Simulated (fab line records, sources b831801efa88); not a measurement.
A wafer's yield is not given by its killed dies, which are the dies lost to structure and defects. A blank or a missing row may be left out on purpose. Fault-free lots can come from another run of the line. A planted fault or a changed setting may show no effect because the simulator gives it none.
fab line records | flow sky130
record lots=11 | wafers=33 | last-day=50
route steps=708 shown NWELL@79 SPACER@304 POLY_CUT@318 LOCAL_INTERCONNECT@399
lots with no fault: from the same line, run without faults
start-h: hours from the record's first day to the start of the lot's first wafer shown | wait-h: hours since the lot's step before | " the same as in the row above | L1.1+2: a row that stands for several wafers | - no value, or no start given | * or withheld: withheld | < > ~ a bound
route shown NAME@n: a module of which the file shows steps, and the number in the route of the first | usual: mean/standard deviation of fault-free wafers | same: alike in all rows | chamber/n: place in a boat | sites: each site's reading | _std_site: their standard deviation | _edge_site: inner sites' mean taken away from outer sites' mean | radius-mm: for every site, how far away it sits from the centre of the wafer | mask NAME#n: copy n | behind: tool/chamber where the wafer was last shaped | hold: why the lot went on hold/how many hours it stayed there/how the hold came to an end | device: the transistor (n, p or np) that didn't switch | end of line: tests of these same wafers at the route's end | a step with no rows: only its recipe | killed: not the wafer's yield, but the dies lost to structure and defects at the first sort | map: per-die view of a wafer (x killed, . not killed, _ where there is no die)
set.NAME: the setting as run; set.NAME@STEP: as run at that earlier step | model.NAME: the simulator's own value behind a step, which no gauge read
steps of the route over a sample of lots; a table a step, a row a wafer
services: when a tool's chamber went out of use (start-h, in hours from the record's first day, below 0 if earlier), for how many hours, and the reason
## steps
# step SKY_NWELL_TW_MEAS_26
# usual NWELL_2_TW=492/3.5
lot.wafer | tool          | chamber | start-h | wait-h | NWELL_2_TW
L793.1    | film-metro-01 | -       | 113.14  | 0.1    | 498
L793.4    | "             | -       | "       | "      | 497
L793.5    | "             | -       | "       | "      | 497
L794.1    | film-metro-04 | -       | 115.34  | 0.1    | 498
L794.2    | "             | -       | "       | "      | 495
L794.4    | "             | -       | "       | "      | 495
L795.1    | film-metro-04 | -       | 119.42  | 0.1    | 496
L795.4    | "             | -       | "       | "      | 494
L795.6    | "             | -       | "       | "      | 496
L796.1    | film-metro-01 | -       | 125.69  | 0.1    | 494
L796.3    | "             | -       | "       | "      | 496
L796.6    | "             | -       | "       | "      | 494
L800.3    | film-metro-01 | -       | 148.96  | 0.1    | 494
L800.5    | "             | -       | "       | "      | 494
L800.6    | "             | -       | "       | "      | 492
L801.1    | film-metro-01 | -       | 159.04  | 0.1    | 491
L801.2    | "             | -       | "       | "      | 489
L801.5    | "             | -       | "       | "      | 490
L809.2    | film-metro-03 | -       | 208.20  | 0.1    | 497
L809.4    | "             | -       | "       | "      | 497
L809.6    | "             | -       | "       | "      | 494
L810.1    | film-metro-03 | -       | 216.84  | 0.1    | 492
L810.4    | "             | -       | "       | "      | 493
L810.5    | "             | -       | "       | "      | 493
L812.1    | film-metro-03 | -       | 228.64  | 0.1    | 493
L812.4    | "             | -       | "       | "      | 491
L812.5    | "             | -       | "       | "      | 492
L813.2    | film-metro-04 | -       | 233.03  | 0.1    | 487
L813.4    | "             | -       | "       | "      | 486
L813.5    | "             | -       | "       | "      | 486
L815.1    | film-metro-04 | -       | 242.49  | 0.1    | 489
L815.4    | "             | -       | "       | "      | 489
L815.5    | "             | -       | "       | "      | 489
# step SKY_SPACER_CVD_00
# recipe material=Si3N4 | precursor=DCS/NH3 | target-thk-nm=43.1 | temp-c=770 | time-s=740 | pressure-mtorr=250
# usual pressure-mtorr=250.0/0.55
lot.wafer | tool     | chamber | start-h | wait-h | pressure-mtorr
L793.1    | lpcvd-02 | 1       | 537.45  | 0.4    | 249.8
L793.4    | "        | 1       | "       | "      | 249.8
L793.5    | "        | 1       | "       | "      | 250.1
L794.1    | lpcvd-02 | 1       | 545.18  | 0.5    | 250.6
L794.2    | "        | 1       | "       | "      | 250.6
L794.4    | "        | 1       | "       | "      | 250.6
L796.1    | lpcvd-02 | 1       | 559.33  | 0.0    | 250.0
L796.3    | "        | 1       | "       | "      | 250.2
L796.6    | "        | 1       | "       | "      | 250.4
L795.1    | lpcvd-02 | 0       | 560.54  | 0.3    | 250.2
L795.4    | "        | 0       | "       | "      | 250.3
L795.6    | "        | 0       | "       | "      | 249.9
L800.3    | lpcvd-02 | 1       | 594.90  | 0.8    | 249.3
L800.5    | "        | 1       | "       | "      | 249.7
L800.6    | "        | 1       | "       | "      | 249.2
L801.1    | lpcvd-02 | 1       | 604.85  | 0.8    | 250.8
L801.2    | "        | 1       | "       | "      | 250.8
L801.5    | "        | 1       | "       | "      | 250.4
L809.2    | lpcvd-02 | 0       | 673.88  | 0.5    | 250.6
L809.4    | "        | 0       | "       | "      | 249.7
L809.6    | "        | 0       | "       | "      | 249.5
L810.1    | lpcvd-02 | 0       | 685.88  | 0.0    | 249.6
L810.4    | "        | 0       | "       | "      | 249.8
L810.5    | "        | 0       | "       | "      | 249.5
L812.1    | lpcvd-02 | 0       | 707.38  | 0.4    | 249.7
L812.4    | "        | 0       | "       | "      | 250.0
L812.5    | "        | 0       | "       | "      | 249.6
L813.2    | lpcvd-02 | 1       | 720.45  | 0.4    | 250.6
L813.4    | "        | 1       | "       | "      | 250.3
L813.5    | "        | 1       | "       | "      | 250.5
L815.1    | lpcvd-02 | 1       | 720.45  | 0.7    | 251.1
L815.4    | "        | 1       | "       | "      | 250.9
L815.5    | "        | 1       | "       | "      | 250.3
# step SKY_SPACER_THK_MEAS_01
# recipe reads=Si3N4_of_SPACER_CVD_00
# usual SPACER_CVD_00_THK=43.0/0.36
lot.wafer | tool          | chamber | start-h | wait-h | SPACER_CVD_00_THK[nm]
L793.1    | film-metro-03 | -       | 538.66  | 0.0    | 42.7
L793.4    | "             | -       | "       | "      | 42.3
L793.5    | "             | -       | "       | "      | 42.7
L794.1    | film-metro-04 | -       | 546.38  | 0.0    | 43.7
L794.2    | "             | -       | "       | "      | 43.3
L794.4    | "             | -       | "       | "      | 43.3
L796.1    | film-metro-01 | -       | 560.54  | 0.0    | 42.7
L796.3    | "             | -       | "       | "      | 42.7
L796.6    | "             | -       | "       | "      | 43.0
L795.1    | film-metro-01 | -       | 561.74  | 0.0    | 43.1
L795.4    | "             | -       | "       | "      | 42.6
L795.6    | "             | -       | "       | "      | 42.9
L800.3    | film-metro-01 | -       | 596.12  | 0.0    | 37.4
L800.5    | "             | -       | "       | "      | 37.4
L800.6    | "             | -       | "       | "      | 37.4
L801.1    | film-metro-04 | -       | 606.05  | 0.0    | 37.5
L801.2    | "             | -       | "       | "      | 37.2
L801.5    | "             | -       | "       | "      | 37.1
L809.2    | film-metro-01 | -       | 675.09  | 0.0    | 43.4
L809.4    | "             | -       | "       | "      | 43.2
L809.6    | "             | -       | "       | "      | 43.0
L810.1    | film-metro-01 | -       | 687.09  | 0.0    | 43.1
L810.4    | "             | -       | "       | "      | 43.0
L810.5    | "             | -       | "       | "      | 42.8
L812.1    | film-metro-01 | -       | 708.58  | 0.0    | 42.8
L812.4    | "             | -       | "       | "      | 42.7
L812.5    | "             | -       | "       | "      | 42.8
L815.1    | film-metro-01 | -       | 721.66  | 0.0    | 42.9
L815.4    | "             | -       | "       | "      | 43.0
L815.5    | "             | -       | "       | "      | 42.8
L813.2    | film-metro-03 | -       | 721.67  | 0.0    | 42.8
L813.4    | "             | -       | "       | "      | 42.9
L813.5    | "             | -       | "       | "      | 43.4
# step SKY_SPACER_ETCHBACK_02
# recipe chemistry=CH3F/O2 | target=Si3N4 | stop-on=SiO2 | source-w=400 | bias-w=80 | pressure-mtorr=25 | ch3f-flow-sccm=40 | O2_flow_sccm=30 | time-s=46.7 | target-depth-a=450
# usual drypump-motor-current-A=5.6/0.45 | oes-product-au=0.853/0.0059 | throttle-valve-pct=10.561/0.0086
lot.wafer | tool        | chamber | start-h | wait-h | drypump-motor-current-A | oes-product-au | rf-hours-counter-h | throttle-valve-pct
L793.1    | rie-diel-01 | 0       | 538.72  | 0.1    | 5.6                     | 0.852          | 30                 | 10.562
L793.4    | "           | 2       | "       | "      | 5.9                     | 0.856          | 3                  | 10.578
L793.5    | "           | 2       | "       | "      | 5.9                     | 0.850          | -                  | 10.558
L794.1    | rie-diel-02 | 0       | 546.44  | 0.1    | 4.9                     | 0.855          | 6                  | 10.545
L794.2    | "           | 2       | "       | "      | 6.0                     | 0.865          | 66                 | 10.578
L794.4    | "           | 1       | "       | "      | 5.8                     | 0.853          | 36                 | 10.557
L796.1    | rie-diel-03 | 3       | 560.60  | 0.1    | 5.1                     | 0.855          | 2                  | 10.553
L796.3    | "           | 1       | "       | "      | 5.2                     | 0.854          | 4                  | 10.555
L796.6    | "           | 0       | "       | "      | 5.6                     | 0.850          | -                  | 10.548
L795.1    | rie-diel-02 | 2       | 561.80  | 0.1    | 6.0                     | 0.853          | 66                 | 10.554
L795.4    | "           | 0       | "       | "      | 4.8                     | 0.844          | 6                  | 10.558
L795.6    | "           | 3       | "       | "      | 6.3                     | 0.855          | -                  | 10.569
L800.3    | rie-diel-01 | 0       | 596.16  | 0.0    | 5.6                     | 0.791          | 31                 | 10.558
L800.5    | "           | 1       | "       | "      | 5.4                     | 0.789          | -                  | 10.543
L800.6    | "           | 2       | "       | "      | 5.9                     | 0.781          | -                  | 10.559
L801.1    | rie-diel-01 | 2       | 606.11  | 0.1    | 5.9                     | 0.790          | 4                  | 10.549
L801.2    | "           | 0       | "       | "      | 5.6                     | 0.790          | 31                 | 10.547
L801.5    | "           | 1       | "       | "      | 5.4                     | 0.788          | -                  | 10.540
L809.2    | rie-diel-03 | 2       | 675.14  | 0.0    | 6.3                     | 0.852          | 8                  | 10.559
L809.4    | "           | 1       | "       | "      | 5.2                     | 0.860          | 7                  | 10.560
L809.6    | "           | 1       | "       | "      | 5.2                     | 0.858          | -                  | 10.553
L810.1    | rie-diel-02 | 1       | 687.15  | 0.1    | 5.8                     | 0.861          | 40                 | 10.563
L810.4    | "           | 0       | "       | "      | 4.8                     | 0.853          | 10                 | 10.557
L810.5    | "           | 1       | "       | "      | 5.8                     | 0.857          | -                  | 10.576
L812.1    | rie-diel-03 | 0       | 708.64  | 0.1    | 5.6                     | 0.842          | 14                 | 10.549
L812.4    | "           | 3       | "       | "      | 5.1                     | 0.850          | 6                  | 10.560
L812.5    | "           | 1       | "       | "      | 5.2                     | 0.851          | -                  | 10.563
L813.2    | rie-diel-03 | 2       | 721.72  | 0.0    | 6.3                     | 0.847          | 9                  | 10.563
L813.4    | "           | 3       | "       | "      | 5.1                     | 0.854          | 6                  | 10.541
L813.5    | "           | 0       | "       | "      | 5.6                     | 0.861          | -                  | 10.582
L815.1    | rie-diel-01 | 2       | 721.72  | 0.1    | 5.9                     | 0.844          | 5                  | 10.550
L815.4    | "           | 3       | "       | "      | 5.9                     | 0.854          | 16                 | 10.550
L815.5    | "           | 0       | "       | "      | 5.6                     | 0.852          | -                  | 10.571
# step SKY_POLY_CUT_ETCH_11
# recipe target=Si3N4 | chemistry=CF4/CH2F2/Ar | stop-on=poly-Si | source-w=600 | bias-w=150 | pressure-mtorr=40 | cf4-flow-sccm=40 | ch2f2-flow-sccm=20 | Ar_flow_sccm=150 | time-s=42.5 | target-depth-a=600
# usual drypump-motor-current-A=5.7/0.35 | oes-product-au=0.828/0.0064 | throttle-valve-pct=14.994/0.0094
lot.wafer | tool        | chamber | start-h | wait-h | drypump-motor-current-A | oes-product-au | rf-hours-counter-h | throttle-valve-pct
L793.1    | rie-diel-03 | 0       | 569.20  | 0.0    | 5.6                     | 0.834          | 10                 | 15.017
L793.4    | "           | 2       | "       | "      | 6.3                     | 0.831          | 5                  | 14.988
L793.5    | "           | 1       | "       | "      | 5.2                     | 0.828          | -                  | 15.004
L794.1    | rie-diel-04 | 1       | 577.48  | 0.0    | 5.7                     | 0.841          | 10                 | 15.007
L794.2    | "           | 0       | "       | "      | 5.5                     | 0.830          | 71                 | 14.993
L794.4    | "           | 2       | "       | "      | 6.0                     | 0.836          | 68                 | 14.989
L796.1    | rie-diel-03 | 2       | 590.25  | 0.0    | 6.3                     | 0.828          | 6                  | 14.982
L796.3    | "           | 1       | "       | "      | 5.2                     | 0.832          | 5                  | 14.987
L796.6    | "           | 2       | "       | "      | 6.3                     | 0.822          | -                  | 14.996
L795.1    | rie-diel-01 | 3       | 591.13  | 0.0    | 5.9                     | 0.836          | 15                 | 14.993
L795.4    | "           | 2       | "       | "      | 5.9                     | 0.833          | 3                  | 14.996
L795.6    | "           | 0       | "       | "      | 5.6                     | 0.831          | -                  | 14.991
L800.3    | rie-diel-04 | 1       | 625.58  | 0.0    | 5.8                     | 0.827          | 10                 | 14.989
L800.5    | "           | 2       | "       | "      | 6.0                     | 0.822          | -                  | 14.971
L800.6    | "           | 1       | "       | "      | 5.8                     | 0.825          | -                  | 14.995
L801.1    | rie-diel-01 | 0       | 634.65  | 0.0    | 5.6                     | 0.827          | 31                 | 15.004
L801.2    | "           | 3       | "       | "      | 5.9                     | 0.826          | 15                 | 15.012
L801.5    | "           | 3       | "       | "      | 5.9                     | 0.836          | -                  | 15.002
L809.2    | rie-diel-04 | 3       | 703.75  | 0.0    | 5.8                     | 0.822          | 1                  | 14.982
L809.4    | "           | 2       | "       | "      | 6.0                     | 0.822          | 1                  | 14.990
L809.6    | "           | 3       | "       | "      | 5.8                     | 0.831          | -                  | 15.000
L810.1    | rie-diel-04 | 1       | 715.25  | 0.0    | 5.7                     | 0.832          | 13                 | 15.007
L810.4    | "           | 0       | "       | "      | 5.5                     | 0.836          | 2                  | 14.972
L810.5    | "           | 0       | "       | "      | 5.6                     | 0.825          | -                  | 14.991
L812.1    | rie-diel-01 | 3       | 737.05  | 0.0    | 5.9                     | 0.821          | 16                 | 15.003
L812.4    | "           | 2       | "       | "      | 5.9                     | 0.805          | 6                  | 14.999
L812.5    | "           | 2       | "       | "      | 5.9                     | 0.815          | -                  | 14.992
L815.1    | rie-diel-03 | 1       | 748.95  | 0.0    | 5.2                     | 0.824          | 9                  | 14.990
L815.4    | "           | 0       | "       | "      | 5.6                     | 0.843          | -                  | 14.992
L815.5    | "           | 2       | "       | "      | 6.3                     | 0.835          | -                  | 14.998
L813.2    | rie-diel-01 | 2       | 749.55  | 0.0    | 5.9                     | 0.823          | 6                  | 14.995
L813.4    | "           | 0       | "       | "      | 5.6                     | 0.828          | -                  | 15.003
L813.5    | "           | 2       | "       | "      | 5.9                     | 0.831          | -                  | 14.992
# step SKY_LOCAL_INTERCONNECT_OVL_MEAS_12
# usual LOCAL_INTERCONNECT_OVL=1/5.5
lot.wafer | tool       | chamber | start-h | wait-h | LOCAL_INTERCONNECT_OVL[nm]
L793.1    | overlay-02 | -       | 715.96  | 0.1    | -4
L793.4    | "          | -       | "       | "      | -4
L793.5    | "          | -       | "       | "      | 1
L794.1    | overlay-02 | -       | 726.13  | 0.1    | 3
L794.2    | "          | -       | "       | "      | 6
L794.4    | "          | -       | "       | "      | 2
L796.1    | overlay-02 | -       | 734.11  | 0.1    | -7
L796.3    | "          | -       | "       | "      | -1
L796.6    | "          | -       | "       | "      | 1
L795.1    | overlay-01 | -       | 737.41  | 0.1    | 6
L795.4    | "          | -       | "       | "      | 3
L795.6    | "          | -       | "       | "      | 2
L800.3    | overlay-02 | -       | 768.72  | 0.1    | -1
L800.5    | "          | -       | "       | "      | 5
L800.6    | "          | -       | "       | "      | -4
L801.1    | overlay-02 | -       | 777.00  | 0.1    | -6
L801.2    | "          | -       | "       | "      | -5
L801.5    | "          | -       | "       | "      | 0
L809.2    | overlay-02 | -       | 842.85  | 0.1    | 2
L809.4    | "          | -       | "       | "      | -2
L809.6    | "          | -       | "       | "      | -4
L810.1    | overlay-01 | -       | 855.03  | 0.1    | -2
L810.4    | "          | -       | "       | "      | 1
L810.5    | "          | -       | "       | "      | 2
L812.1    | overlay-01 | -       | 873.75  | 0.1    | -3
L812.4    | "          | -       | "       | "      | -6
L812.5    | "          | -       | "       | "      | 4
L815.1    | overlay-01 | -       | 884.56  | 0.1    | 6
L815.4    | "          | -       | "       | "      | 6
L815.5    | "          | -       | "       | "      | 3
L813.2    | overlay-02 | -       | 885.93  | 0.1    | 8
L813.4    | "          | -       | "       | "      | 7
L813.5    | "          | -       | "       | "      | 2
## services
tool        | chamber | start-h | hours | kind
rie-diel-03 | 0       | 513.60  | 2.6   | repair
rie-diel-01 | 1       | 539.25  | 8.4   | repair
rie-diel-01 | 3       | 550.13  | 6.4   | repair
rie-diel-02 | 2       | 586.27  | 39.3  | repair
rie-diel-03 | 1       | 609.17  | 4.8   | repair
rie-diel-04 | 0       | 612.62  | -     | clean
rie-diel-04 | 0       | 612.62  | 29.6  | scheduled-down
rie-diel-02 | 3       | 646.84  | 5.1   | repair
rie-diel-03 | 2       | 647.82  | 7.7   | repair
rie-diel-04 | 3       | 649.94  | 4.7   | repair
rie-diel-01 | 3       | 674.53  | 6.9   | repair
rie-diel-01 | 0       | 680.12  | 9.9   | repair
rie-diel-02 | 0       | 697.32  | 6.4   | repair
rie-diel-01 | -       | 714.24  | 5.7   | repair
rie-diel-04 | 0       | 720.72  | 6.9   | repair
rie-diel-03 | 0       | 727.04  | 2.8   | repair
rie-diel-01 | 0       | 728.48  | 3.9   | repair
rie-diel-01 | 0       | 738.54  | 7.4   | repair
rie-diel-02 | -       | 740.99  | 1.0   | repair
rie-diel-03 | 3       | 742.55  | 10.2  | repair
rie-diel-01 | 1       | 745.94  | -     | clean
rie-diel-01 | 1       | 745.94  | 17.3  | scheduled-down
rie-diel-01 | 1       | 745.94  | 17.3  | vent-cycle
rie-diel-04 | -       | 746.43  | 0.2   | repair
## key
first-sign step=SKY_SPACER_THK_MEAS_01 | reading=SPACER_CVD_00_THK | direction=down | sigmas=16 | usual=43.0 | struck=37.3
effect step=SKY_SPACER_ETCHBACK_02 | reading=oes-product-au | direction=down | sigmas=11 | usual=0.853 | struck=0.788
met-at SKY_SPACER_CVD_00
struck-lots L800,L801
struck-wafers L800.3,L800.5,L800.6,L801.1,L801.2,L801.5
tester-left-out L800,L801
not-acting-at SKY_NWELL_TW_MEAS_26,SKY_POLY_CUT_ETCH_11,SKY_LOCAL_INTERCONNECT_OVL_MEAS_12
onset-between 559.33 594.90
fault kind=process-parameter-drift | tool=lpcvd-02 | chamber=1 | onset-h=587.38 | steps=SKY_SPACER_CVD_00 | channel=target-thk-nm | offset=-5.9066 | shape=step | end-h=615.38 | acts-in=these-recipes-only | stated=43.1
# tester-left-out: of these lots the tester's yield and bins aren't shown, on N5 and GAA mostly nor the transistor test; their killed dies are dies lost to structure and defects alone, not to doping, threshold or leakage, so they don't give the yield
